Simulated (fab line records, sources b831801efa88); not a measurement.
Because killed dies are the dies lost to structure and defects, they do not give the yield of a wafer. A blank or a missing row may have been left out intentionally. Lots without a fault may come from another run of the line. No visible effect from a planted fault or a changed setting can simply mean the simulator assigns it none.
A struck lot beside a sound one | flow sky130 | 32 steps out of a route of 708
Sound: wafers L596.4, L596.5, L596.6. Struck: wafers L599.1, L599.2, L599.4. At the end, the cause is stated.
At each step with rows: each side's tool, then ch and its chambers, then its first start. Under that, the readings that differ: sound wafers | struck wafers | difference of the means | sigmas: that difference in standard deviations of wafers without a fault.
alike: a reading whose means differ by less than 2 such deviations, as well as words and numbers matching on both sides. not compared: withheld readings; readings where some wafer has no value; bounds like >300 that might hide an equal value; numbers whose values overlap and for which the record gives no deviation.
A row with sigmas, a row that says differs or no value, or rows on one side alone: a step with any of these is where the two part. Numbers that don't overlap but have no deviation are shown without sigmas and don't part them. A reading missing from all wafers of one side parts the sides only when that side holds two or more wafers.

SKY_CAP2M_THK_MEAS_01:
  sound: film-metro-01 at day 44 08:43; struck: film-metro-01 at day 44 17:53
  alike: CAP2M_CVD_00_THK
SKY_CAP2M_SPUTTER_02: material TiN, target thk 200 nm, time 166.7 s.
  sound: pvd-sputter-02 at day 44 08:44; struck: pvd-sputter-03 at day 44 17:56
  alike: throttle-valve-pct
SKY_CAP2M_RS_MEAS_03: uses a four-point probe to measure.
  sound: film-metro-02 at day 44 08:55; struck: film-metro-04 at day 44 18:03
  alike: CAP2M_TIN_RS
SKY_CAP2M_THK_MEAS_04: measures by xrf.
  sound: film-metro-02 at day 44 09:00; struck: film-metro-04 at day 44 18:10
  alike: CAP2M_TIN_THK
then, 7 steps without rows for these wafers: SKY_CAP2M_DEHYDRATE_05 (time 60 s); SKY_CAP2M_HMDS_06 (prime time 60 s); SKY_CAP2M_COAT_07 (resist thk 1140 nm); SKY_CAP2M_SOFTBAKE_08 (time 60 s); SKY_CAP2M_EXPOSE_09 (exposes mask CAP2M, target cd 1000 nm); SKY_CAP2M_PEB_10; SKY_CAP2M_DEVELOP_11 (develop time 60 s).
SKY_CAP2M_OVL_MEAS_12:
  sound: overlay-01 at day 45 06:45; struck: overlay-01 at day 45 15:38
  alike: CAP2M_OVL
SKY_CAP2M_METAL_ETCH_13: etches TiN in Cl2/BCl3, stops on SiO2, target depth 220 nm, time 62.9 s.
  sound on rie-metal-01 ch 0,1, day 45 06:47; struck on rie-metal-04 ch 0,1, day 45 15:40
  reading                                    | sound             | struck            | difference | sigmas
  model.NOVOLAK_of_CAP2M_COAT_07.thk-nm (nm) | 991.4 996.3 995.5 | 911.5 907.7 912.3 | -83.9      |
  model.SiO2_of_CAP2M_CVD_00.thk-nm (nm)     | 15.44 15.41 15.29 | 3.309 3.364 3.814 | -11.884    |
  model.CAP2M.feature-depth-nm (nm)          | 201.4 201.4 203.3 | 211.2 210.6 214.1 | +9.9       |
  alike: drypump-motor-current-A, oes-product-au, rf-fwd-power-W, throttle-valve-pct
  not compared: rf-hours-counter-h
SKY_CAP2M_STRIP_14: strips in O2/N2.
  sound on plasma-asher-01 ch 0,1, day 45 06:53; struck on plasma-asher-01 ch 0,1, day 45 15:44
  reading                      | sound             | struck            | difference | sigmas
  strip-time-to-endpoint-s (s) | 12.63 12.68 12.67 | 11.70 11.65 11.72 | -0.97      | -20
  alike: drypump-motor-current-A, oes-product-au
  not compared: rf-hours-counter-h
then, 11 steps without rows for these wafers: SKY_CAP2M_STRIP_15 (strips in post etch residue remover, time 1200 s); SKY_CAP2M_CLEAN_16 (cleans in IPA, time 180 s); SKY_CAP2M_CLEAN_17 (cleans in O3/DIW); SKY_METAL4_DEHYDRATE_05 (time 60 s); SKY_METAL4_HMDS_06 (prime time 60 s); SKY_METAL4_COAT_07 (resist thk 60 nm); SKY_METAL4_COAT_08 (resist thk 1140 nm); SKY_METAL4_SOFTBAKE_09 (time 90 s); SKY_METAL4_EXPOSE_10 (exposes mask MM4, target cd 300 nm); SKY_METAL4_PEB_11; SKY_METAL4_DEVELOP_12 (develop time 60 s).
SKY_METAL4_CD_MEAS_13: the cd target is 300 nm.
  sound: cd-sem-01 at day 46 04:50; struck: cd-sem-02 at day 46 13:20
  alike: cd-nm
SKY_METAL4_OVL_MEAS_14:
  sound: overlay-01 at day 46 04:55; struck: overlay-02 at day 46 13:27
  alike: METAL4_OVL
SKY_METAL4_DESCUM_15: chemistry O2, time 8 s.
  sound on rie-metal-01 ch 0,1, day 46 04:57; struck on rie-metal-01 ch 0,1, day 46 13:29
  alike: drypump-motor-current-A, oes-product-au, rf-fwd-power-W
  not compared: rf-hours-counter-h
SKY_METAL4_ETCH_16: etches BARC in N2/H2, stops on SiO2, time 88.2 s, target depth 60 nm.
  sound on rie-metal-01 ch 0,1, day 46 05:00; struck on rie-metal-01 ch 0,1, day 46 13:31
  alike: drypump-motor-current-A, oes-product-au, rf-fwd-power-W, throttle-valve-pct
  not compared: rf-hours-counter-h
SKY_METAL4_ETCH_17: etches SiO2 in C4F8/O2/Ar, stops on TiN, time 3.9 s, target depth 15 nm.
  sound on rie-diel-04 ch 0,2,3, day 46 05:04; struck on rie-diel-04 ch 0,2,3, day 46 13:37
  reading                  | sound             | struck            | difference | sigmas
  oes-product-au (a.u.)    | 0.758 0.753 0.743 | 0.459 0.461 0.470 | -0.288     | -41
  model.etch.depth-nm (nm) | 15.44 15.41 15.29 | 3.309 3.364 3.814 | -11.884    |
  alike: rf-fwd-power-W
  not compared: rf-hours-counter-h
SKY_METAL4_METAL_ETCH_18: etches the open film in Cl2/BCl3, stops on SiO2, target depth 845 nm, time 183.1 s.
  sound on rie-metal-03 ch 0,1, day 46 05:08; struck on rie-metal-03 ch 0,1, day 46 13:38
  alike: drypump-motor-current-A, oes-product-au, rf-fwd-power-W, throttle-valve-pct
  not compared: rf-hours-counter-h
-- the record jumps here: 3 days lie between the struck wafers' starts before and after (it left off in module METAL4 and takes up again in module PAD_OPEN, whose first step shown is number 708 of the route) --
SKY_PAD_OPEN_PROBE_99:
  sound: prober-01 at day 49 16:59; struck: prober-02 at day 50 00:05
  reading                               | sound                | struck               | difference | sigmas
  model.etest.tip-sonos.rs-ohm-sq       | 2553 2534 2578       | 2761 2715 2762       | +191       |
  model.etest.cap-mim2.bv-v (V)         | 14.09 14.04 13.97    | 10.28 10.48 10.79    | -3.52      |
  model.etest.cap-mim2.leak-log10-a-cm2 | -9.112 -9.055 -8.952 | -7.545 -7.383 -7.723 | +1.489     |

== WHERE THEY PART ==
First at SKY_CAP2M_STRIP_14; last, within this record, at SKY_METAL4_ETCH_17. Later steps at which nothing parts them and some readings are alike: SKY_METAL4_METAL_ETCH_18.

WHY: whatever the simulator had introduced
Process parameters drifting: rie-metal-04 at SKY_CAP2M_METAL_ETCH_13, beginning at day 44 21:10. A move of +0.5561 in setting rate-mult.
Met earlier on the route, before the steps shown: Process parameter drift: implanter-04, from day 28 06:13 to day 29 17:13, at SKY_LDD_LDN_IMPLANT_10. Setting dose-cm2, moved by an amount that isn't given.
